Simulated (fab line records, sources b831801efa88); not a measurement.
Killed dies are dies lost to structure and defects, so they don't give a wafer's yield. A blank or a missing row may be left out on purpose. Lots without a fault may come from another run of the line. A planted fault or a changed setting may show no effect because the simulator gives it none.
fab line records | flow sky130 | part 1 of 2: steps 1 to 41 of 42
record lots=6 wafers=18 last_day=50
route steps=708 shown NWELL@66 PWDE@84 VT_ADJUST_HVTP@85 VT_ADJUST_LVTN@97 PAD_OPEN@708
lots that met no fault: from a run of the same line without faults
start_h: hours from the record's first day to the start of the lot's first wafer shown | wait_h: hours since the lot's step before | " the same as in the row above | L1.1+2: a row that stands for several wafers | - no value, or no start given | * or withheld: withheld | < > ~ a bound
route shown NAME@n: a module of which the file shows steps, and the number in the route of the first | usual: mean/standard deviation of fault-free wafers | same: alike in all rows | chamber/n: place in a boat | sites: the reading at each site | _std_site: their standard deviation | _edge_site: outer sites' mean less inner sites' | radius_mm: how far each site lies from the wafer's centre | mask NAME#n: copy n | behind: the tool/chamber that last shaped the wafer | hold: why the lot was held/for how many hours/how that ended | device: the transistor (n, p or np) that didn't switch | end of line: the same wafers' tests at the end of the route | a step without rows: its recipe alone | killed: dies lost to structure and defects at the first sort, not the wafer's yield | map: a wafer's dies, x killed, . not, _ none there
set.NAME: the setting as run; set.NAME@STEP: as run at that earlier step | model.NAME: the simulator's own value behind a step, which no gauge read
lots at some steps of the route; a table a step, a row a wafer
services: from which hour (start_h, from the record's first day; less than 0 if before it) a tool's chamber was out of use, for how many hours, and why
## steps
# step SKY_NWELL_IMPLANT_13
# recipe species=P energy_kev=50 dose_cm2=7e+11 tilt_deg=withheld
# step SKY_NWELL_STRIP_14
# recipe chemistry=O2/N2 power_w=1400 pressure_mtorr=1500 platen_temp_c=withheld o2_flow_sccm=3000 n2_flow_sccm=300 overash_fraction=0.5
# usual drypump_motor_current_A=5.6/0.34 o2_flow_sccm=3001/9.7 oes_product_au=0.722/0.0047 strip_time_to_endpoint_s=36.95/0.1
# columns lot.wafer tool chamber start_h wait_h drypump_motor_current_A o2_flow_sccm oes_product_au rf_hours_counter_h strip_time_to_endpoint_s
L384.2 plasma_asher-01 1 97.78 0.1 5.5 3020 0.721 41 36.96
L384.3 " 1 " " 5.5 3012 0.718 - 36.96
L384.6 " 0 " " 5.4 3002 0.718 - 36.96
L386.4 plasma_asher-03 0 111.31 0.1 5.7 3004 0.722 - 36.85
L386.5 " 0 " " 5.7 2993 0.726 - 36.85
L386.6 " 1 " " 5.2 3016 0.719 - 37.04
L389.1 plasma_asher-03 0 124.93 0.1 5.7 2998 0.724 43 36.80
L389.2 " 1 " " 5.3 2993 0.715 43 36.78
L389.6 " 0 " " 5.7 2989 0.722 - 36.94
L395.1 plasma_asher-04 0 163.52 0.1 5.6 3007 0.717 36 37.02
L395.2 " 1 " " 6.3 2987 0.723 36 36.99
L395.4 " 0 " " 5.6 2996 0.721 - 37.01
L397.2 plasma_asher-03 1 174.57 0.1 5.2 2997 0.724 49 37.07
L397.3 " 0 " " 5.7 3020 0.722 - 37.00
L397.4 " 1 " " 5.3 2998 0.718 - 36.95
L403.1 plasma_asher-01 0 209.68 0.1 5.4 2997 0.729 52 36.85
L403.2 " 1 " " 5.5 2992 0.731 52 36.85
L403.4 " 0 " " 5.3 2988 0.721 - 36.89
# step SKY_NWELL_TW_MEAS_15
# usual NWELL_TW=1818/13
# columns lot.wafer tool chamber start_h wait_h NWELL_TW
L384.2 film_metro-02 - 97.89 0.1 1844
L384.3 " - " " 1835
L384.6 " - " " 1831
L386.4 film_metro-04 - 111.41 0.1 1813
L386.5 " - " " 1827
L386.6 " - " " 1821
L389.1 film_metro-02 - 125.03 0.1 1847
L389.2 " - " " 1834
L389.6 " - " " 1849
L395.1 film_metro-04 - 163.62 0.1 1807
L395.2 " - " " 1802
L395.4 " - " " 1809
L397.2 film_metro-04 - 174.68 0.1 1803
L397.3 " - " " 1798
L397.4 " - " " 1805
L403.1 film_metro-04 - 209.78 0.1 1803
L403.2 " - " " 1809
L403.4 " - " " 1814
# step SKY_NWELL_DEHYDRATE_16
# recipe temp_c=200 time_s=60
# step SKY_NWELL_HMDS_17
# recipe prime_time_s=60 prime_temp_c=120
# step SKY_NWELL_COAT_18
# recipe spin_rpm=2000 resist_thk_nm=3000
# step SKY_NWELL_SOFTBAKE_19
# recipe temp_c=110 time_s=withheld
# step SKY_NWELL_EXPOSE_20
# recipe mask_id=NWM_COMPLEMENT na=0.6 source_shape=conventional sigma_outer=0.6 polarization=unpolarized target_cd_nm=840 dose_mj=260
# step SKY_NWELL_PEB_21
# recipe temp_c=115 time_s=withheld
# step SKY_NWELL_DEVELOP_22
# recipe wall_angle_deg=90 developer=TMAH develop_time_s=60 dev_temp_c=23
# step SKY_NWELL_OVL_MEAS_23
# usual NWELL_01_OVL=-0.8/1.6
# columns lot.wafer tool chamber start_h wait_h NWELL_01_OVL[nm]
L384.2 overlay-01 - 114.60 - -2.3
L384.3 " - " " -2.5
L384.6 " - " " -2.9
L386.4 overlay-01 - 129.90 - -0.8
L386.5 " - " " -0.5
L386.6 " - " " -0.5
L389.1 overlay-01 - 144.33 - -1.6
L389.2 " - " " -1.8
L389.6 " - " " 0.1
L395.1 overlay-02 - 184.04 - 0.9
L395.2 " - " " 0.5
L395.4 " - " " 0.4
L397.2 overlay-02 - 194.75 - 2.5
L397.3 " - " " 1.7
L397.4 " - " " 2.5
L403.1 overlay-02 - 231.88 - -1.3
L403.2 " - " " -1.6
L403.4 " - " " -3.0
# step SKY_NWELL_IMPLANT_24
# recipe species=B energy_kev=140 dose_cm2=9.2e+12 tilt_deg=withheld
# step SKY_NWELL_STRIP_25
# recipe chemistry=O2/N2 power_w=1400 pressure_mtorr=1500 platen_temp_c=withheld o2_flow_sccm=3000 n2_flow_sccm=300 overash_fraction=0.5
# usual drypump_motor_current_A=5.6/0.36 o2_flow_sccm=3000/8.3 oes_product_au=0.722/0.0048 strip_time_to_endpoint_s=36.92/0.086
# columns lot.wafer tool chamber start_h wait_h drypump_motor_current_A o2_flow_sccm oes_product_au rf_hours_counter_h strip_time_to_endpoint_s
L384.2 plasma_asher-04 1 114.78 0.1 6.4 3002 0.716 31 36.84
L384.3 " 0 " " 5.6 2997 0.726 - 36.96
L384.6 " 0 " " 5.6 3001 0.718 - 36.99
L386.4 plasma_asher-01 0 130.10 0.1 5.3 3011 0.719 - 36.81
L386.5 " 0 " " 5.3 3003 0.716 - 36.97
L386.6 " 1 " " 5.5 3006 0.718 - 36.81
L389.1 plasma_asher-03 0 144.52 0.1 5.7 2987 0.726 45 36.92
L389.2 " 1 " " 5.2 3001 0.726 45 36.89
L389.6 " 1 " " 5.2 2988 0.719 - 36.83
L395.1 plasma_asher-01 0 184.23 0.1 5.3 2999 0.730 49 36.96
L395.2 " 1 " " 5.5 2986 0.725 49 37.06
L395.4 " 1 " " 5.5 3000 0.726 - 37.02
L397.2 plasma_asher-01 0 194.93 0.1 5.3 2993 0.723 50 37.03
L397.3 " 0 " " 5.3 2996 0.729 - 36.87
L397.4 " 1 " " 5.5 2998 0.720 - 36.97
L403.1 plasma_asher-04 0 232.07 0.1 5.6 2999 0.722 43 36.97
L403.2 " 1 " " 6.3 2995 0.712 43 37.05
L403.4 " 0 " " 5.6 2989 0.716 - 37.04
# step SKY_NWELL_TW_MEAS_26
# usual NWELL_2_TW=496/3.2
# columns lot.wafer tool chamber start_h wait_h NWELL_2_TW
L384.2 film_metro-04 - 114.89 0.1 502
L384.3 " - " " 499
L384.6 " - " " 498
L386.4 film_metro-02 - 130.20 0.1 502
L386.5 " - " " 504
L386.6 " - " " 498
L389.1 film_metro-02 - 144.62 0.1 499
L389.2 " - " " 500
L389.6 " - " " 497
L395.1 film_metro-04 - 184.33 0.1 490
L395.2 " - " " 490
L395.4 " - " " 493
L397.2 film_metro-03 - 195.04 0.1 496
L397.3 " - " " 497
L397.4 " - " " 498
L403.1 film_metro-04 - 232.17 0.1 498
L403.2 " - " " 498
L403.4 " - " " 497
# step SKY_NWELL_CLEAN_27
# recipe chemistry=SC1/SC2 mix=1:4:20 temp_c=70 time_s=157.2 dry=n2_spin
# step SKY_NWELL_RTA_28
# recipe temp_c=1050 time_s=30 idle_temp_c=650 ramp_up_c_per_s=150 ramp_down_c_per_s=90 ambient=N2
# usual anneal_temp_c_max=1054.8/2.1 lamp_power_pct=25.31/0.057 ramp_up_c_per_s=150.00/0.025 wafer_temp_C_max=1054.9/1
# columns lot.wafer tool chamber start_h wait_h anneal_temp_c_max lamp_power_pct ramp_up_c_per_s wafer_temp_C_max
L384.2 rtp_anneal-01 0 115.01 0.0 1053.0 25.27 149.99 1053.1
L384.3 " 0 " " 1053.3 25.31 150.02 1054.7
L384.6 " 0 " " 1053.5 25.29 149.99 1054.4
L386.4 rtp_anneal-01 0 130.33 0.1 1052.6 25.31 149.99 1053.8
L386.5 " 0 " " 1052.6 25.20 150.01 1054.3
L386.6 " 0 " " 1053.5 25.30 149.97 1054.5
L389.1 rtp_anneal-02 0 144.73 0.0 1056.6 25.38 150.01 1055.8
L389.2 " 0 " " 1057.5 25.34 150.04 1055.0
L389.6 " 0 " " 1057.5 25.37 150.03 1055.3
L395.1 rtp_anneal-01 0 184.44 0.0 1053.2 25.33 149.99 1055.0
L395.2 " 0 " " 1052.5 25.20 150.00 1053.5
L395.4 " 0 " " 1052.2 25.26 150.01 1055.5
L397.2 rtp_anneal-01 0 195.17 0.0 1051.9 25.30 150.00 1055.1
L397.3 " 0 " " 1052.5 25.31 149.98 1054.3
L397.4 " 0 " " 1052.3 25.27 150.03 1054.7
L403.1 rtp_anneal-01 0 232.28 0.0 1052.4 25.30 150.01 1055.1
L403.2 " 0 " " 1054.6 25.41 150.05 1054.6
L403.4 " 0 " " 1053.2 25.34 150.01 1054.4
# step SKY_NWELL_RS_MEAS_29
# recipe thk_meas_gauge=four-point-probe
# usual NWELL_RS=624.4/1.7
# columns lot.wafer tool chamber start_h wait_h NWELL_RS[ohm/sq]
L384.2 film_metro-02 - 115.12 0.1 624.5
L384.3 " - " " 626.4
L384.6 " - " " 627.4
L386.4 film_metro-04 - 130.44 0.1 622.5
L386.5 " - " " 624.8
L386.6 " - " " 622.5
L389.1 film_metro-03 - 144.83 0.1 619.6
L389.2 " - " " 621.5
L389.6 " - " " 620.7
L395.1 film_metro-03 - 184.54 0.1 622.2
L395.2 " - " " 621.2
L395.4 " - " " 624.2
L397.2 film_metro-04 - 195.27 0.1 621.9
L397.3 " - " " 622.8
L397.4 " - " " 623.9
L403.1 film_metro-03 - 232.38 0.1 624.3
L403.2 " - " " 625.8
L403.4 " - " " 625.1
# step SKY_NWELL_RS_MEAS_31
# recipe thk_meas_gauge=four-point-probe
# usual PWDE_RS=5268/18
# columns lot.wafer tool chamber start_h wait_h PWDE_RS[ohm/sq]
L384.2 film_metro-02 - 115.36 0.1 5290
L384.3 " - " " 5292
L384.6 " - " " 5282
L386.4 film_metro-04 - 130.68 0.1 5255
L386.5 " - " " 5228
L386.6 " - " " 5229
L389.1 film_metro-03 - 145.07 0.1 5270
L389.2 " - " " 5264
L389.6 " - " " 5268
L395.1 film_metro-03 - 184.78 0.1 5284
L395.2 " - " " 5312
L395.4 " - " " 5333
L397.2 film_metro-04 - 195.51 0.1 5260
L397.3 " - " " 5257
L397.4 " - " " 5257
L403.1 film_metro-03 - 232.62 0.1 5248
L403.2 " - " " 5245
L403.4 " - " " 5265
# step SKY_VT_ADJUST_HVTP_DEHYDRATE_00
# recipe temp_c=200 time_s=60
# step SKY_VT_ADJUST_HVTP_HMDS_01
# recipe prime_time_s=60 prime_temp_c=120
# step SKY_VT_ADJUST_HVTP_COAT_02
# recipe resist=NOVOLAK spin_rpm=3000 resist_thk_nm=1140
# step SKY_VT_ADJUST_HVTP_SOFTBAKE_03
# recipe temp_c=90 time_s=60 resist=NOVOLAK
# step SKY_VT_ADJUST_HVTP_EXPOSE_04
# recipe mask_id=HVTPM na=0.6 source_shape=conventional sigma_outer=0.6 polarization=unpolarized target_cd_nm=380 dose_mj=140
# step SKY_VT_ADJUST_HVTP_PEB_05
# recipe temp_c=withheld time_s=* resist=NOVOLAK
# step SKY_VT_ADJUST_HVTP_DEVELOP_06
# recipe resist=NOVOLAK developer=TMAH develop_time_s=60 dev_temp_c=23
# step SKY_VT_ADJUST_HVTP_CD_MEAS_07
# recipe target_cd_nm=380
# usual cd_nm=380.1/2.3
# columns lot.wafer tool chamber start_h wait_h cd_nm
L384.2 cd_sem-02 - 134.07 0.1 379.9
L384.3 " - " " 381.7
L384.6 " - " " 381.4
L386.4 cd_sem-02 - 149.26 0.1 379.9
L386.5 " - " " 380.2
L386.6 " - " " 377.7
L389.1 cd_sem-01 - 164.50 0.1 378.8
L389.2 " - " " 377.9
L389.6 " - " " 376.8
L395.1 cd_sem-02 - 205.99 0.1 382.8
L395.2 " - " " 379.3
L395.4 " - " " 380.2
L397.2 cd_sem-01 - 217.77 0.1 376.1
L397.3 " - " " 377.4
L397.4 " - " " 379.2
L403.1 cd_sem-01 - 254.11 0.1 380.1
L403.2 " - " " 379.2
L403.4 " - " " 381.6
# step SKY_VT_ADJUST_HVTP_OVL_MEAS_08
# usual VT_ADJUST_HVTP_OVL=0.1/1.5
# columns lot.wafer tool chamber start_h wait_h VT_ADJUST_HVTP_OVL[nm]
L384.2 overlay-02 - 134.17 0.1 0.6
L384.3 " - " " 0.2
L384.6 " - " " 0.9
L386.4 overlay-02 - 149.33 0.1 2.0
L386.5 " - " " -0.2
L386.6 " - " " 0.1
L389.1 overlay-02 - 164.62 0.1 -0.2
L389.2 " - " " -1.0
L389.6 " - " " -1.4
L395.1 overlay-01 - 206.11 0.1 2.7
L395.2 " - " " 1.9
L395.4 " - " " 3.1
L397.2 overlay-02 - 217.87 0.1 -1.6
L397.3 " - " " -0.9
L397.4 " - " " 0.3
L403.1 overlay-02 - 254.23 0.1 0.8
L403.2 " - " " 0.2
L403.4 " - " " 1.8
# step SKY_VT_ADJUST_HVTP_IMPLANT_09
# recipe species=As energy_kev=150 dose_cm2=4.3e+12 tilt_deg=withheld
# step SKY_VT_ADJUST_HVTP_STRIP_10
# recipe chemistry=O2/N2 power_w=1400 pressure_mtorr=1500 platen_temp_c=withheld o2_flow_sccm=3000 n2_flow_sccm=300 overash_fraction=0.5
# usual drypump_motor_current_A=5.5/0.33 o2_flow_sccm=3000/9.3 oes_product_au=0.716/0.0045 strip_time_to_endpoint_s=14.17/0.04
# columns lot.wafer tool chamber start_h wait_h drypump_motor_current_A o2_flow_sccm oes_product_au rf_hours_counter_h strip_time_to_endpoint_s
L384.2 plasma_asher-01 0 134.35 0.1 5.3 3003 0.721 45 14.17
L384.3 " 1 " " 5.5 3003 0.717 - 14.15
L384.6 " 1 " " 5.5 3005 0.710 - 14.20
L386.4 plasma_asher-02 0 149.53 0.1 5.3 2996 0.714 - 14.13
L386.5 " 0 " " 5.3 2989 0.716 - 14.15
L386.6 " 1 " " 6.1 3018 0.720 - 14.12
L389.1 plasma_asher-03 0 164.80 0.1 5.7 3007 0.718 47 14.19
L389.2 " 1 " " 5.2 2988 0.713 47 14.20
L389.6 " 1 " " 5.3 2995 0.713 - 14.13
L395.1 plasma_asher-03 1 206.30 0.1 5.3 2997 0.719 52 14.24
L395.2 " 0 " " 5.7 2997 0.720 52 14.16
L395.4 " 1 " " 5.3 2988 0.720 - 14.21
L397.2 plasma_asher-02 1 218.05 0.1 6.2 2998 0.708 9 14.18
L397.3 " 0 " " 5.3 2998 0.714 - 14.15
L397.4 " 1 " " 6.2 2999 0.709 - 14.18
L403.1 plasma_asher-02 1 254.42 0.1 6.2 3011 0.720 13 14.19
L403.2 " 0 " " 5.3 3008 0.725 13 14.24
L403.4 " 1 " " 6.2 3019 0.718 - 14.20
# step SKY_VT_ADJUST_HVTP_TW_MEAS_11
# usual VT_ADJUST_HVTP_TW=1359/8.9
# columns lot.wafer tool chamber start_h wait_h VT_ADJUST_HVTP_TW
L384.2 film_metro-02 - 134.46 0.1 1371
L384.3 " - " " 1366
L384.6 " - " " 1377
L386.4 film_metro-02 - 149.63 0.1 1367
L386.5 " - " " 1364
L386.6 " - " " 1357
L389.1 film_metro-01 - 164.90 0.1 1336
L389.2 " - " " 1345
L389.6 " - " " 1335
L395.1 film_metro-03 - 206.40 0.1 1365
L395.2 " - " " 1372
L395.4 " - " " 1370
L397.2 film_metro-03 - 218.16 0.1 1356
L397.3 " - " " 1362
L397.4 " - " " 1362
L403.1 film_metro-03 - 254.52 0.1 1357
L403.2 " - " " 1364
L403.4 " - " " 1360
# step SKY_VT_ADJUST_LVTN_DEHYDRATE_00
# recipe temp_c=200 time_s=60
# step SKY_VT_ADJUST_LVTN_HMDS_01
# recipe prime_time_s=60 prime_temp_c=120
# step SKY_VT_ADJUST_LVTN_COAT_02
# recipe spin_rpm=2000 resist_thk_nm=3000
# step SKY_VT_ADJUST_LVTN_SOFTBAKE_03
# recipe temp_c=110 time_s=withheld
# step SKY_VT_ADJUST_LVTN_EXPOSE_04
# recipe mask_id=NWM_COMPLEMENT_LESS_NATIVE na=0.6 source_shape=conventional sigma_outer=0.6 polarization=unpolarized target_cd_nm=840 dose_mj=194
# step SKY_VT_ADJUST_LVTN_PEB_05
# recipe temp_c=115 time_s=withheld
# step SKY_VT_ADJUST_LVTN_DEVELOP_06
# recipe wall_angle_deg=90 developer=TMAH develop_time_s=60 dev_temp_c=23
# step SKY_VT_ADJUST_LVTN_OVL_MEAS_07
# usual VT_ADJUST_LVTN_OVL=1.3/1.3
# columns lot.wafer tool chamber start_h wait_h VT_ADJUST_LVTN_OVL[nm]
L384.2 overlay-01 - 153.42 - 4.8
L384.3 " - " " 3.4
L384.6 " - " " 4.0
L386.4 overlay-01 - 170.15 - 1.0
L386.5 " - " " 1.6
L386.6 " - " " 0.8
L389.1 overlay-02 - 184.75 - 0.6
L389.2 " - " " -0.4
L389.6 " - " " 1.4
L395.1 overlay-02 - 228.40 - 3.7
L395.2 " - " " 0.8
L395.4 " - " " 3.0
L397.2 overlay-02 - 240.22 - 0.7
L397.3 " - " " -0.4
L397.4 " - " " 0.4
L403.1 overlay-02 - 279.14 - -0.3
L403.2 " - " " 1.0
L403.4 " - " " 0.8
# step SKY_VT_ADJUST_LVTN_IMPLANT_08
# recipe species=B energy_kev=30 dose_cm2=1.57e+12 tilt_deg=withheld
# step SKY_VT_ADJUST_LVTN_STRIP_09
# recipe chemistry=O2/N2 power_w=1400 pressure_mtorr=1500 platen_temp_c=withheld o2_flow_sccm=3000 n2_flow_sccm=300 overash_fraction=0.5
# usual drypump_motor_current_A=5.7/0.4 o2_flow_sccm=3000/9.7 oes_product_au=0.723/0.0046 strip_time_to_endpoint_s=36.87/0.11
# columns lot.wafer tool chamber start_h wait_h drypump_motor_current_A o2_flow_sccm oes_product_au rf_hours_counter_h strip_time_to_endpoint_s
L384.2 plasma_asher-04 0 153.60 0.1 5.6 3014 0.723 35 36.92
L384.3 " 1 " " 6.3 3010 0.721 - 36.91
L384.6 " 1 " " 6.3 3008 0.720 - 36.93
L386.4 plasma_asher-02 0 170.35 0.1 5.3 2982 0.724 - 36.81
L386.5 " 0 " " 5.3 2997 0.716 - 36.75
L386.6 " 1 " " 6.1 2987 0.725 - 36.83
L389.1 plasma_asher-04 1 184.93 0.1 6.3 3004 0.720 38 36.84
L389.2 " 0 " " 5.6 2991 0.718 38 36.92
L389.6 " 1 " " 6.3 3001 0.722 - 36.73
L395.1 plasma_asher-02 1 228.58 0.1 6.2 3003 0.726 10 36.82
L395.2 " 0 " " 5.3 2986 0.725 10 36.75
L395.4 " 1 " " 6.2 2996 0.725 - 36.71
L397.2 plasma_asher-03 1 240.40 0.1 5.3 3006 0.725 55 36.76
L397.3 " 1 " " 5.3 2993 0.723 - 36.77
L397.4 " 0 " " 5.7 3000 0.715 - 36.71
L403.1 plasma_asher-03 1 279.33 0.1 5.3 3019 0.717 58 36.95
L403.2 " 0 " " 5.7 3002 0.728 58 36.97
L403.4 " 0 " " 5.7 3005 0.724 - 37.06
# step SKY_VT_ADJUST_LVTN_TW_MEAS_10
# usual VT_ADJUST_LVTN_TW=241.1/1.7
# columns lot.wafer tool chamber start_h wait_h VT_ADJUST_LVTN_TW
L384.2 film_metro-04 - 153.75 0.1 239.9
L384.3 " - " " 238.7
L384.6 " - " " 238.3
L386.4 film_metro-04 - 170.45 0.1 239.9
L386.5 " - " " 238.6
L386.6 " - " " 240.7
L389.1 film_metro-04 - 185.03 0.1 241.0
L389.2 " - " " 239.9
L389.6 " - " " 239.5
L395.1 film_metro-01 - 228.68 0.1 243.4
L395.2 " - " " 241.7
L395.4 " - " " 241.2
L397.2 film_metro-01 - 240.51 0.1 241.5
L397.3 " - " " 241.6
L397.4 " - " " 241.0
L403.1 film_metro-02 - 279.43 0.1 244.3
L403.2 " - " " 244.6
L403.4 " - " " 244.6
